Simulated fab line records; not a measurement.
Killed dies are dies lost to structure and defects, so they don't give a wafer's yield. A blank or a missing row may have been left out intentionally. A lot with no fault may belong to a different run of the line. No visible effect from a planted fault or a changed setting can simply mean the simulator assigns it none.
fab line records	flow sfq-line
record lots=14	wafers=40	last-day=94
route steps=325 shown M0@29 I3@135 A5B@211 R5@224
lots that met no fault: taken from a fault-free run of the same line
start-h: the number of hours between the record's first day and the start of the first shown wafer of the lot	wait-h: hours from the lot's prior step to this one	" unchanged from the row above	L1.1+2: several wafers, shown together as one row	- either no value or no given start	* or withheld: withheld	< > ~ a bound
route shown NAME@n: NAME is a module with steps in the file, n the number in the route of the first one	usual: mean and standard deviation over wafers with no fault	same: alike in all rows	chamber/n: place in a boat	sites: readings site by site	_std_site: how widely they spread, as a standard deviation	_edge_site: the outer-site mean with the inner-site mean subtracted	radius-mm: for every site, how far away it sits from the centre of the wafer	mask NAME#n: copy n	behind: the most recent tool/chamber to have shaped the wafer	hold: cause of the lot's hold/its duration in hours/its outcome	device: whichever transistor did not switch (one of n, p or np)	end of line: the same wafers' tests at the end of the route	where a step has no rows: the recipe by itself	killed: dies lost to structure and defects at the first sort, not the wafer's yield	map: a wafer's dies, marking killed ones x, the rest . and places with no die _
set.NAME: the setting as run; set.NAME@STEP: as run at that earlier step	model.NAME: the simulator's own value behind a step, which no gauge read
steps of the route over a sample of lots; a table a step, a row a wafer
services: from which hour (start-h, from the record's first day; less than 0 if before it) a tool's chamber was out of use, for how many hours, and why
## steps
# step SFQ_TRILAYER_M0_DEP_SPUTTER_019
# recipe material=Nb	base-pressure-pa=1.33e-06	chamber-pressure-pa=0.1333	substrate-temp-c=20	resputter-cathode-voltage-v=400	target-thk-nm=200	power-w=2000	time-s=133.3
# usual throttle-valve-pct=29.0/1
lot.wafer	tool	chamber	start-h	wait-h	throttle-valve-pct
L948.1	pvd-sputter-06	-	92.59	0.0	29.7
L948.5	"	-	"	"	30.0
L948.6	"	-	"	"	29.3
L949.1	pvd-sputter-05	-	96.79	0.0	29.9
L949.2	"	-	"	"	28.2
L949.6	"	-	"	"	27.6
L950.3	pvd-sputter-06	-	105.18	0.0	29.5
L950.4	"	-	"	"	29.4
L950.6	"	-	"	"	29.9
L955.2	pvd-sputter-04	-	132.34	0.0	29.9
L955.3	"	-	"	"	30.0
L955.5	"	-	"	"	29.6
L957.2	pvd-sputter-05	-	140.76	0.0	27.7
L957.5	"	-	"	"	27.4
L958.1	pvd-sputter-05	-	149.13	0.0	29.6
L958.2	"	-	"	"	27.2
L959.2	pvd-sputter-05	-	154.96	0.0	27.3
L959.3	"	-	"	"	29.5
L959.4	"	-	"	"	27.3
L960.2	pvd-sputter-04	-	158.53	0.0	29.8
L960.5	"	-	"	"	30.2
L960.6	"	-	"	"	29.9
L961.1	pvd-sputter-04	-	163.36	0.0	29.8
L961.2	"	-	"	"	29.8
L961.5	"	-	"	"	29.9
L962.1	pvd-sputter-04	-	168.14	0.0	30.0
L962.2	"	-	"	"	29.1
L962.5	"	-	"	"	29.8
L965.4	pvd-sputter-04	-	177.76	0.0	30.0
L965.5	"	-	"	"	29.9
L965.6	"	-	"	"	29.0
L966.1	pvd-sputter-04	-	186.23	0.0	29.5
L966.2	"	-	"	"	30.0
L966.6	"	-	"	"	29.4
L968.2	pvd-sputter-06	-	197.04	0.0	30.3
L968.3	"	-	"	"	29.9
L968.5	"	-	"	"	29.8
L970.1	pvd-sputter-06	-	205.44	0.0	29.1
L970.2	"	-	"	"	29.9
L970.3	"	-	"	"	29.4
# step SFQ_M0_RS_MEAS_904
# recipe thk-meas-gauge=four-point-probe	reads=Nb_of_TRILAYER_M0_DEP_SPUTTER_019
# usual M0_NB_RS=0.888/0.0093
lot.wafer	tool	chamber	start-h	wait-h	M0_NB_RS[ohm/sq]
L948.1	film-metro-04	-	92.68	0.0	0.899
L948.5	"	-	"	"	0.897
L948.6	"	-	"	"	0.905
L949.1	film-metro-03	-	96.88	0.0	0.873
L949.2	"	-	"	"	0.896
L949.6	"	-	"	"	0.883
L950.3	film-metro-02	-	105.31	0.1	0.866
L950.4	"	-	"	"	0.870
L950.6	"	-	"	"	0.888
L955.2	film-metro-02	-	132.45	0.1	0.891
L955.3	"	-	"	"	0.886
L955.5	"	-	"	"	0.885
L957.2	film-metro-02	-	140.87	0.1	1.226
L957.5	"	-	"	"	0.887
L958.1	film-metro-04	-	149.22	0.0	1.215
L958.2	"	-	"	"	1.250
L959.2	film-metro-02	-	155.14	0.1	1.247
L959.3	"	-	"	"	0.871
L959.4	"	-	"	"	0.877
L960.2	film-metro-04	-	158.64	0.1	0.883
L960.5	"	-	"	"	0.889
L960.6	"	-	"	"	0.889
L961.1	film-metro-02	-	163.45	0.0	0.898
L961.2	"	-	"	"	0.888
L961.5	"	-	"	"	0.885
L962.1	film-metro-03	-	168.23	0.0	0.896
L962.2	"	-	"	"	0.893
L962.5	"	-	"	"	0.890
L965.4	film-metro-04	-	177.91	0.1	0.883
L965.5	"	-	"	"	0.883
L965.6	"	-	"	"	0.892
L966.1	film-metro-02	-	186.32	0.0	0.891
L966.2	"	-	"	"	0.888
L966.6	"	-	"	"	0.896
L968.2	film-metro-02	-	197.15	0.1	0.881
L968.3	"	-	"	"	0.878
L968.5	"	-	"	"	0.894
L970.1	film-metro-04	-	205.53	0.0	0.918
L970.2	"	-	"	"	0.913
L970.3	"	-	"	"	0.900
# step SFQ_TRILAYER_M0_ETCH_METAL_ETCH_024
# recipe target=Nb	stop-on=SiO2	mask-material=PR	chemistry=Cl2/Ar	target-depth-nm=240	icp-w=600	bias-w=80	pressure-mtorr=10	time-s=120
# usual drypump-motor-current-A=5.7/0.53	oes-product-au=0.896/0.0069
lot.wafer	tool	chamber	start-h	wait-h	drypump-motor-current-A	oes-product-au	rf-hours-counter-h
L948.1	rie-metal-04	1	152.24	0.0	5.7	0.895	55
L948.5	"	0	"	"	6.1	0.894	-
L948.6	"	1	"	"	5.7	0.890	-
L949.1	rie-metal-04	0	157.04	0.0	6.2	0.901	152
L949.2	"	1	"	"	5.7	0.895	56
L949.6	"	1	"	"	5.7	0.895	-
L950.3	rie-metal-01	1	167.88	0.1	5.6	0.908	-
L950.4	"	0	"	"	5.0	0.907	-
L950.6	"	1	"	"	5.6	0.895	-
L955.2	rie-metal-04	1	199.89	0.0	5.7	0.889	65
L955.3	"	0	"	"	6.2	0.895	-
L955.5	"	0	"	"	6.2	0.895	-
L957.2	rie-metal-03	0	209.49	0.0	5.0	0.752	21
L957.5	"	1	"	"	6.5	0.897	-
L958.1	rie-metal-04	0	219.56	0.0	6.2	0.748	165
L958.2	"	1	"	"	5.7	0.751	69
L959.2	rie-metal-01	1	227.04	0.0	5.6	0.757	0
L959.3	"	0	"	"	5.0	0.906	-
L959.4	"	1	"	"	5.6	0.900	-
L960.2	rie-metal-03	1	229.44	0.0	6.5	0.895	49
L960.5	"	0	"	"	5.0	0.900	-
L960.6	"	1	"	"	6.5	0.898	-
L961.1	rie-metal-04	1	235.44	0.0	5.7	0.892	73
L961.2	"	0	"	"	6.2	0.890	168
L961.5	"	1	"	"	5.7	0.892	-
L962.1	rie-metal-01	1	239.04	0.0	5.6	0.885	2
L962.2	"	0	"	"	5.0	0.891	102
L962.5	"	1	"	"	5.6	0.891	-
L965.4	rie-metal-01	1	251.08	0.1	5.6	0.909	-
L965.5	"	1	"	"	5.6	0.897	-
L965.6	"	0	"	"	5.0	0.889	-
L966.1	rie-metal-01	0	259.61	0.0	5.0	0.892	106
L966.2	"	1	"	"	5.6	0.895	6
L966.6	"	0	"	"	5.0	0.885	-
L968.2	rie-metal-01	1	274.84	0.0	5.6	0.900	9
L968.3	"	1	"	"	5.6	0.895	-
L968.5	"	1	"	"	5.6	0.886	-
L970.1	rie-metal-04	1	285.64	0.0	5.7	0.877	82
L970.2	"	0	"	"	6.2	0.878	178
L970.3	"	0	"	"	6.2	0.888	-
# step SFQ_I3_BOW_MEAS_922
# recipe mode=bow
# usual I3_BOW=4/9.1
lot.wafer	tool	chamber	start-h	wait-h	I3_BOW[um]
L948.1	film-metro-01	-	829.46	2.5	-4
L948.5	"	-	"	"	0
L948.6	"	-	"	"	0
L949.1	film-metro-02	-	849.44	2.0	5
L949.2	"	-	"	"	3
L949.6	"	-	"	"	-1
L950.3	film-metro-02	-	868.17	2.5	0
L950.4	"	-	"	"	4
L950.6	"	-	"	"	14
L955.2	film-metro-03	-	926.58	1.5	7
L955.3	"	-	"	"	-4
L955.5	"	-	"	"	5
L957.2	film-metro-03	-	939.22	1.0	-3
L957.5	"	-	"	"	2
L958.1	film-metro-02	-	948.70	1.5	4
L958.2	"	-	"	"	-10
L959.2	film-metro-03	-	966.72	2.0	18
L959.3	"	-	"	"	11
L959.4	"	-	"	"	10
L960.2	film-metro-02	-	974.80	1.0	7
L960.5	"	-	"	"	0
L960.6	"	-	"	"	16
L961.1	film-metro-02	-	980.78	2.0	8
L961.2	"	-	"	"	-6
L961.5	"	-	"	"	-6
L962.1	film-metro-02	-	1001.78	1.0	18
L962.2	"	-	"	"	10
L962.5	"	-	"	"	18
L965.4	film-metro-02	-	1022.84	1.1	13
L965.5	"	-	"	"	2
L965.6	"	-	"	"	-3
L966.1	film-metro-03	-	1025.78	2.5	0
L966.2	"	-	"	"	9
L966.6	"	-	"	"	2
L968.2	film-metro-02	-	1048.12	1.5	11
L968.3	"	-	"	"	3
L968.5	"	-	"	"	14
L970.1	film-metro-03	-	1057.10	1.5	-3
L970.2	"	-	"	"	-13
L970.3	"	-	"	"	-7
# step SFQ_TRILAYER_A5B_METRO_MEASURE_131
# usual thk-nm=338/6.9
lot.wafer	tool	chamber	start-h	wait-h	thk-nm
L948.1	film-metro-03	-	1388.22	2.0	340
L948.5	"	-	"	"	338
L948.6	"	-	"	"	346
L949.1	film-metro-02	-	1396.62	2.0	334
L949.2	"	-	"	"	340
L949.6	"	-	"	"	339
L950.3	film-metro-01	-	1412.48	1.4	328
L950.4	"	-	"	"	330
L950.6	"	-	"	"	340
L955.2	film-metro-01	-	1483.58	1.2	331
L955.3	"	-	"	"	333
L955.5	"	-	"	"	333
L957.2	film-metro-02	-	1493.18	1.7	335
L957.5	"	-	"	"	347
L958.1	film-metro-03	-	1518.02	1.5	345
L958.2	"	-	"	"	338
L959.2	film-metro-02	-	1519.92	2.2	341
L959.3	"	-	"	"	341
L959.4	"	-	"	"	326
L960.2	film-metro-02	-	1521.81	1.2	352
L960.5	"	-	"	"	348
L960.6	"	-	"	"	331
L961.1	film-metro-01	-	1522.82	2.0	330
L961.2	"	-	"	"	342
L961.5	"	-	"	"	326
L962.1	film-metro-01	-	1527.26	2.0	335
L962.2	"	-	"	"	339
L962.5	"	-	"	"	347
L965.4	film-metro-02	-	1533.41	2.6	343
L965.5	"	-	"	"	349
L965.6	"	-	"	"	344
L966.1	film-metro-03	-	1533.61	2.0	333
L966.2	"	-	"	"	331
L966.6	"	-	"	"	338
L968.2	film-metro-03	-	1538.47	1.7	338
L968.3	"	-	"	"	339
L968.5	"	-	"	"	349
L970.1	film-metro-01	-	1544.81	2.5	352
L970.2	"	-	"	"	340
L970.3	"	-	"	"	338
# step SFQ_TRILAYER_R5_BARC_OPEN_METAL_ETCH_177
# recipe mask-material=PR	chemistry=O2	target-depth-nm=125	target=BARC	icp-w=600	bias-w=80	pressure-mtorr=10	time-s=41.7
# usual drypump-motor-current-A=5.7/0.51	oes-product-au=0.686/0.0045
lot.wafer	tool	chamber	start-h	wait-h	drypump-motor-current-A	oes-product-au	rf-hours-counter-h
L948.1	rie-metal-04	1	1392.10	0.0	5.7	0.686	75
L948.5	"	1	"	"	5.7	0.696	-
L948.6	"	0	"	"	6.2	0.692	-
L949.1	rie-metal-03	1	1426.10	0.0	6.5	0.695	74
L949.2	"	0	"	"	5.0	0.689	48
L949.6	"	1	"	"	6.5	0.685	-
L950.3	rie-metal-01	1	1427.34	0.1	5.6	0.693	-
L950.4	"	1	"	"	5.6	0.686	-
L950.6	"	1	"	"	5.6	0.689	-
L955.2	rie-metal-01	1	1488.02	0.0	5.6	0.681	44
L955.3	"	0	"	"	5.0	0.686	-
L955.5	"	0	"	"	5.0	0.679	-
L957.2	rie-metal-04	1	1608.53	0.0	5.7	0.690	96
L957.5	"	1	"	"	5.7	0.683	-
L958.1	rie-metal-01	1	1627.11	0.0	5.6	0.687	64
L958.2	"	1	"	"	5.6	0.681	-
L959.2	rie-metal-04	0	1629.51	0.0	6.2	0.688	34
L959.3	"	0	"	"	6.2	0.691	-
L959.4	"	1	"	"	5.7	0.684	-
L960.2	rie-metal-04	1	1630.71	0.0	5.7	0.689	100
L960.5	"	1	"	"	5.7	0.688	-
L960.6	"	0	"	"	6.2	0.680	-
L961.1	rie-metal-03	0	1631.91	0.0	5.1	0.696	77
L961.2	"	1	"	"	6.5	0.685	104
L961.5	"	0	"	"	5.1	0.680	-
L962.1	rie-metal-04	1	1634.31	0.0	5.7	0.683	100
L962.2	"	0	"	"	6.2	0.680	35
L962.5	"	1	"	"	5.7	0.686	-
L965.4	rie-metal-03	1	1640.33	0.0	6.5	0.687	-
L965.5	"	1	"	"	6.5	0.691	-
L965.6	"	0	"	"	5.1	0.690	-
L966.1	rie-metal-03	0	1643.30	0.0	5.1	0.682	80
L966.2	"	1	"	"	6.5	0.676	106
L966.6	"	1	"	"	6.5	0.690	-
L968.2	rie-metal-03	1	1646.90	0.0	6.5	0.678	107
L968.3	"	0	"	"	5.0	0.678	-
L968.5	"	1	"	"	6.5	0.690	-
L970.1	rie-metal-01	0	1650.50	0.0	5.0	0.689	2
L970.2	"	1	"	"	5.6	0.687	68
L970.3	"	0	"	"	5.0	0.686	-
## services
tool	chamber	start-h	hours	kind
rie-metal-04	-	110.51	2.8	pm
rie-metal-04	1	129.40	4.3	repair
rie-metal-01	-	148.47	16.1	repair
rie-metal-04	1	289.96	2.2	repair
rie-metal-04	1	331.70	15.4	repair
rie-metal-04	-	513.30	0.9	repair
rie-metal-01	0	618.26	5.6	repair
rie-metal-04	1	667.82	17.9	repair
rie-metal-04	0	716.74	8.8	repair
rie-metal-01	-	749.53	3.8	repair
rie-metal-04	1	806.58	9.1	repair
rie-metal-01	-	820.28	2.8	pm
rie-metal-04	-	836.82	0.5	repair
rie-metal-01	0	885.55	20.9	repair
rie-metal-04	0	925.95	7.5	repair
rie-metal-04	-	1108.18	0.5	repair
rie-metal-04	-	1155.35	0.1	repair
rie-metal-04	-	1210.46	2.8	pm
rie-metal-04	0	1214.48	5.4	repair
rie-metal-04	-	1292.35	6.3	repair
rie-metal-01	1	1377.48	26.9	repair
rie-metal-04	-	1401.26	28.1	pm
rie-metal-01	0	1419.09	12.7	repair
rie-metal-04	1	1468.30	20.7	repair
## key
first-sign step=SFQ_M0_RS_MEAS_904	reading=M0_NB_RS	direction=up	sigmas=37	usual=0.888	struck=1.235
effect step=SFQ_TRILAYER_M0_ETCH_METAL_ETCH_024	reading=oes-product-au	direction=down	sigmas=21	usual=0.896	struck=0.752
met-at SFQ_TRILAYER_M0_DEP_SPUTTER_019
struck-lots L957,L958,L959
struck-wafers L957.2,L958.1,L958.2,L959.2
not-acting-at SFQ_I3_BOW_MEAS_922,SFQ_TRILAYER_A5B_METRO_MEASURE_131,SFQ_TRILAYER_R5_BARC_OPEN_METAL_ETCH_177
onset-between 96.79 140.76
fault kind=process-parameter-drift	tool=pvd-sputter-05	chamber=-	onset-h=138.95	steps=SFQ_TRILAYER_M0_DEP_SPUTTER_019	channel=time-s	offset=*	shape=step	end-h=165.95	scope=struck-wafers-only	acts-in=*	stated=*
